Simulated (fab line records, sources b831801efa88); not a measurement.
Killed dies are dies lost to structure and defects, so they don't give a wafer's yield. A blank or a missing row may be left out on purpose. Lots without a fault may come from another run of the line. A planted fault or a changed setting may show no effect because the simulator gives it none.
Split-lot experiment | flow sky130 | 5 lots, 23 wafers read, on a route of 708 steps

THE SPLIT
At SKY_LDD_P_IMPLANT_09, the setting dose_cm2 was moved away from the recipe's 1e+13 on 7 of the 23 wafers read, by -3.6% to +7.4%. The other wafers ran this setting at the recipe's value.

FROM THE SPLIT TO THE READING: what the file shows between them, 1 step
- SKY_LDD_P_STRIP_10: strips in O2/N2

THE READING
LDD_P_TW, at SKY_LDD_P_TW_MEAS_11. Fault-free wafers of this fab line usually give 636.3, standard deviation 2.9.

wafer  | tool, chamber at the split | dose_cm2 as run | against the recipe | LDD_P_TW | against lot-mates on the recipe
L076.1 | implanter-01, 0            | 9.708e+12       | -2.9%              | 627.4    | -5.6
L076.2 | implanter-01, 0            | 1e+13           | recipe             | 631.3    | -
L076.3 | implanter-01, 0            | 1e+13           | recipe             | 633.4    | -
L076.5 | implanter-01, 0            | 1e+13           | recipe             | 634.4    | -
L076.6 | implanter-01, 0            | 9.708e+12       | -2.9%              | 629.4    | -3.6
L080.1 | implanter-01, 0            | 1e+13           | recipe             | 641.0    | -
L080.3 | implanter-01, 0            | 1e+13           | recipe             | 637.6    | -
L080.4 | implanter-01, 0            | 9.639e+12       | -3.6%              | 632.5    | -6.8
L080.5 | implanter-01, 0            | 9.639e+12       | -3.6%              | 631.4    | -7.9
L080.6 | implanter-01, 0            | 9.639e+12       | -3.6%              | 629.1    | -10.2
L082.1 | implanter-01, 0            | 1e+13           | recipe             | 642.4    | -
L082.2 | implanter-01, 0            | 1.074e+13       | +7.4%              | 653.8    | +15.8
L082.3 | implanter-01, 0            | 1e+13           | recipe             | 634.7    | -
L082.5 | implanter-01, 0            | 1e+13           | recipe             | 636.8    | -
L082.6 | implanter-01, 0            | 1.074e+13       | +7.4%              | 653.6    | +15.6
L083.4 | implanter-02, 0            | 1e+13           | recipe             | 641.6    | -
L083.5 | implanter-02, 0            | 1e+13           | recipe             | 639.8    | -
L083.6 | implanter-02, 0            | 1e+13           | recipe             | 640.1    | -
L085.2 | implanter-01, 0            | 1e+13           | recipe             | 631.2    | -
L085.3 | implanter-01, 0            | 1e+13           | recipe             | 632.7    | -
L085.4 | implanter-01, 0            | 1e+13           | recipe             | 634.1    | -
L085.5 | implanter-01, 0            | 1e+13           | recipe             | 630.8    | -
L085.6 | implanter-01, 0            | 1e+13           | recipe             | 634.1    | -

THE FIT
A straight line over all 23 wafers: LDD_P_TW changes by +2.18 for each +1% of dose_cm2; r = +0.86; the points scatter about the line by 3.6.
The same after taking each lot's own level away (the mean of its wafers on the recipe; 23 wafers): +2.11 for each +1%; r = +0.96; scatter 1.8.
On that fit, the largest move of dose_cm2 shifts the reading by 16.
The lots' own levels span 632.58 to 640.50, that is 2.7 times the standard deviation above.
So the lot-to-lot level changes the slope little: the two slopes agree.
Check: with one of the wafers moved furthest among these (+7.4%) left out of the fit, the line predicts +15.6 for it against its lot-mates. It came out at +15.8 against them.

OTHER SPLITS ON THESE WAFERS
These wafers also went through other splits before the reading. Each is held against what the fit with the lots' levels taken away leaves over:
other split on the same wafers  | wafers away from the commonest value | r with LDD_P_TW (lot level and that fit taken away)
SKY_LDD_P_COAT_02 resist_thk_nm | 6                                    | -0.10

THE FILE'S OWN FIT
LDD_P_TW changes by +2.1 for each +1% of dose_cm2, r = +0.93.
